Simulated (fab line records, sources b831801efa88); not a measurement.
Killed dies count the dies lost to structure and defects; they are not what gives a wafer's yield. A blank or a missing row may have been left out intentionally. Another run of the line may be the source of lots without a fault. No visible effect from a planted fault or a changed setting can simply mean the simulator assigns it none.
Comparing a struck lot with a sound one -- flow sky130 -- 15 steps out of a route of 708
Sound: the wafers L512.2, L512.3, L512.5. The struck wafers were L519.2, L519.3, L519.6. The cause comes at the end.
At each step with rows: each side's tool, then ch and its chambers, then its first start. Under that, the readings that differ: sound wafers -- struck wafers -- difference of the means -- sigmas: that difference in standard deviations of wafers without a fault.
alike: same words and numbers on both sides, and readings whose means sit less than 2 such deviations apart. not compared: any withheld reading, any reading some wafer has no value for, any bound like >300 that may hide the same value, and any number with overlapping values for which the record gives no deviation.
Wherever a step has rows on one side only, a row that says differs or no value, or a row with sigmas, the two part there. When numbers do not overlap yet have no deviation, they are printed without sigmas and do not part them. A reading missing from all wafers of one side parts the sides only when that side holds two or more wafers.

first, 6 steps without rows for these wafers: SKY_POLY_CUT_COAT_02 (resist thk 60 nm); SKY_POLY_CUT_COAT_03 (resist thk 450 nm); SKY_POLY_CUT_SOFTBAKE_04 (time 90 s); SKY_POLY_CUT_EXPOSE_05 (exposes mask NPCM, target cd 270 nm); SKY_POLY_CUT_PEB_06; SKY_POLY_CUT_DEVELOP_07 (develop time 60 s).
SKY_POLY_CUT_CD_MEAS_08: target cd 270 nm.
  sound: cd_sem-01 at day 24 07:07; struck: cd_sem-01 at day 27 07:10
  alike: cd_nm
SKY_POLY_CUT_OVL_MEAS_09:
  sound: overlay-01 at day 24 07:13; struck: overlay-02 at day 27 07:16
  alike: POLY_CUT_OVL
SKY_POLY_CUT_ETCH_10: etches BARC in N2/H2, stops on SiO2, time 45.9 s, target depth 60 nm.
  sound on rie_diel-02 ch 0,1, day 24 07:15; struck on rie_diel-04 ch 1,3, day 27 07:18
  alike: drypump_motor_current_A, oes_product_au, throttle_valve_pct
  not compared: rf_hours_counter_h
SKY_POLY_CUT_ETCH_11: etches Si3N4 in CF4/CH2F2/Ar, stops on poly-Si, time 42.5 s, target depth 60 nm.
  sound on rie_diel-02 ch 0,1, day 24 07:17; struck on rie_diel-04 ch 1,3, day 27 07:21
reading,sound,struck,difference,sigmas
oes_product_au (a.u.),0.821 0.820 0.823,0.844 0.839 0.834,+0.018,+3
  alike: cf4_flow_sccm, drypump_motor_current_A, throttle_valve_pct
  not compared: rf_hours_counter_h
SKY_POLY_CUT_STRIP_12: strips in O2/N2.
  sound on plasma_asher-02 ch 0,1, day 24 07:20; struck on plasma_asher-03 ch 0,1, day 27 07:23
  alike: drypump_motor_current_A, oes_product_au, strip_time_to_endpoint_s
  not compared: rf_hours_counter_h
then, 1 step without rows for these wafers: SKY_SD_P_DEHYDRATE_00 (time 60 s).
SKY_SD_P_HMDS_01: prime time 60 s.
  sound on litho_track-01 ch 0, day 24 21:52; struck on litho_track-01 ch 0, day 27 21:34
reading,sound,struck,difference,sigmas
prime_temp_c (C),120.06 120.08 120.14,114.03 114.12 114.12,-6.00,-50
then, 1 step without rows for these wafers: SKY_SD_P_COAT_02 (resist thk 1140 nm).
-- a jump in the record: the struck wafers' starts before and after are 20 days apart (it breaks off in module SD_P and resumes in module PAD_OPEN, where the first step shown is number 708 of the route) --
SKY_PAD_OPEN_PROBE_99:
  sound: prober-02 at day 45 19:46; struck: prober-01 at day 47 22:02
  alike: killed_at_M0_to_M3, killed_at_M4_up, killed_at_contacts, killed_at_front_end, killed_at_other, killed_dies, killed_on_rim, killed_open, killed_short

WHERE THEY PART
At SKY_POLY_CUT_ETCH_11 first; at SKY_SD_P_HMDS_01 last (within this record only). Later steps at which nothing parts them and some readings are alike: SKY_PAD_OPEN_PROBE_99.

WHY: the cause the simulator had injected
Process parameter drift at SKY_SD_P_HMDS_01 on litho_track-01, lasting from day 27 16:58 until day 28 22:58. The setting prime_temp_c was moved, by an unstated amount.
